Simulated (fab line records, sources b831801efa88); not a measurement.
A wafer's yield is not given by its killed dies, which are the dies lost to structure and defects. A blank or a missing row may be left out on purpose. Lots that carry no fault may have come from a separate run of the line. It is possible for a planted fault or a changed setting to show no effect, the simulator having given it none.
Problem report, 8D (eight disciplines) form, completed by code | flow gf180mcu | the parts of the form that need people (team, actions taken, sign-off) are left out

== 1. PROBLEM STATEMENT ==
Wafers without a fault read 119.99 C, standard deviation 0.14; primeTempC at GF_HV_LDD_HMDS_25 reads a mean of 124.81 C on 6 wafers belonging to 2 lots. Relative to the usual mean, that is a shift of +34 standard deviations.
The step: prime time 60 s.
The first sign was on wafer L856.1 at day 15 18:15, on lithoTrack-01. At this step, 42 wafers from 14 lots have a number in the record. Rule for "out", or "out of limits": more than 4 standard deviations from the usual mean. All remaining wafers that have a number are taken as sound.

== 2. WHAT IT IS AND WHAT IT IS NOT ==
question                    | is                     | is not
which readings at this step | primeTempC             | -
which lots                  | L856, L858             | L841, L842, L843, L844, L845, L846, L848, L850, L852, L860, L861, L863
which wafers of those lots  | all that have a number | -
read on which tools         | lithoTrack-01          | lithoTrack-02, lithoTrack-04
when                        | from day 15 18:15      | up to then (27 sound wafers); but 9 sound wafers of L860, L861, L863 came after

== 3. THE SUSPECTS, EACH WITH WHAT RULES IT OUT ==
Counting: a tool at a process step up to the reading stays a suspect if it ran every lot that is out and no sound lot after the first of them.
- lithoTrack-01 at GF_HV_LDD_HMDS_25 (prime time 60 s): kept. It processed each lot that is out, first L856 at day 15 18:15, and no sound lot thereafter; up to then, the last sound lot it processed was L852 at day 14 13:31. On those wafers its own readings are out: primeTempC.
The count leaves lithoTrack-01 at GF_HV_LDD_HMDS_25.

== 4. THE CAUSE (what the simulator had put in) ==
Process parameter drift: lithoTrack-01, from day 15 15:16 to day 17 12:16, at GF_HV_LDD_HMDS_25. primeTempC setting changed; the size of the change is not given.
The count eliminated every tool but this one.

== 5. SEQUENCE OF EFFECTS, ordered by route ==
Each row: a reading where the mean over the struck wafers with a number is more than 3 standard deviations away from the usual. Only readings for which the record gives a usual standard deviation are gone through. hours: the time from each lot's start at the first step in this table that gives one to its start at this step, as a median over the lots. sigmas: the change in usual standard deviations.
hours | step              | reading    | usual    | on struck wafers | change | sigmas
0     | GF_HV_LDD_HMDS_25 | primeTempC | 119.99 C | 124.81           | +4.82  | +34
It contains these process steps:
- GF_HV_LDD_HMDS_25: prime time 60 s.

== 6. HOW IT WOULD HAVE BEEN CAUGHT EARLIER ==
First out-of-limits reading in this record: day 15 18:15, which is 3 hours after fault onset at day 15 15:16.
